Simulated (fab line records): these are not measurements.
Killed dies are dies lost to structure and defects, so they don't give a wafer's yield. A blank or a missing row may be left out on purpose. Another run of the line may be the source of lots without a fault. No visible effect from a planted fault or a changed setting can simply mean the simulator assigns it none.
Code-filled problem report in 8D (eight disciplines) form ; flow sfq-line ; the parts of the form that need people (team, actions taken, sign-off) are left out

## 1. WHAT WENT WRONG
Mean of run-length-s at SFQ_TRILAYER_I2_VIA_BARC_OPEN_VIA_ETCH_096: 75.9 s across 4 wafers in 2 lots; on wafers with no fault it is 69.9 s (standard deviation 0.46). Measured from the usual mean, that is +13 standard deviations.
The step: etches BARC in O2, target depth 125 nm, time 41.7 s.
Earliest sighting: wafer L880.3 on rie-diel-01 at day 30 13:58. At this step, 42 wafers from 14 lots have a number in the record. By rule, "out" or "out of limits" means more than 4 standard deviations away from the usual mean. The other wafers with a number count as sound.

## 2. WHAT IT IS AND WHAT IT IS NOT
question;is;is not
which readings at this step;run-length-s, oes-product-au;chamber-pressure-mTorr, drypump-motor-current-A, rf-fwd-power-W
which lots;L880, L881;L866, L867, L868, L869, L870, L871, L872, L873, L874, L875, L878, L879
which wafers of those lots;L880.3, L880.6, L881.3, L881.6;L880.4, L881.1
read on which tools;rie-diel-01;rie-diel-02, rie-diel-03
when;from day 30 13:58;"up to then (37 sound wafers); but 1 sound wafer of L881 came after"

## 3. THE SUSPECTS, EACH WITH WHAT RULES IT OUT
Counting: a tool at a process step up to the reading stays a suspect if it ran every lot that is out. Sound lots after the first of them don't rule it out here, since some wafers of a struck lot are sound.
- rie-diel-01 at SFQ_TRILAYER_I2_VIA_BARC_OPEN_VIA_ETCH_096 (etches BARC in O2, target depth 125 nm, time 41.7 s): kept. Ran every lot that is out, first one L880 (day 30 13:58); last sound lot up to then L879 (day 29 18:48). Its own readings are out on those wafers: oes-product-au, run-length-s.
Remaining after the count: rie-diel-01 at SFQ_TRILAYER_I2_VIA_BARC_OPEN_VIA_ETCH_096.

## 4. THE CAUSE (what the simulator had put in)
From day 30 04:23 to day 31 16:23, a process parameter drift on rie-diel-01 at SFQ_TRILAYER_I2_VIA_BARC_OPEN_VIA_ETCH_096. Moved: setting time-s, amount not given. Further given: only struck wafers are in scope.
Only this tool survived the counting.

## 5. SEQUENCE OF EFFECTS, ordered by route
Each row: a reading whose mean over the struck wafers that have a number lies more than 3 standard deviations from the usual. Scope: only readings with a usual standard deviation given in the record; hours: median across lots of the time from each lot's start at the first step in this table that gives one to its start at this step; sigmas: change in usual standard deviations.
hours;step;reading;usual;on struck wafers;change;sigmas
0;SFQ_TRILAYER_I2_VIA_BARC_OPEN_VIA_ETCH_096;oes-product-au;0.685 a.u.;0.648;-0.037;-7.8
0;SFQ_TRILAYER_I2_VIA_BARC_OPEN_VIA_ETCH_096;run-length-s;69.9 s;75.9;+6.0;+13
It contains these process steps:
- SFQ_TRILAYER_I2_VIA_BARC_OPEN_VIA_ETCH_096: etches BARC in O2, target depth 125 nm, time 41.7 s.

## 6. HOW IT WOULD HAVE BEEN CAUGHT EARLIER
10 hours passed between the start of the fault at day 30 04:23 and the first reading out of limits in this record, taken at day 30 13:58.
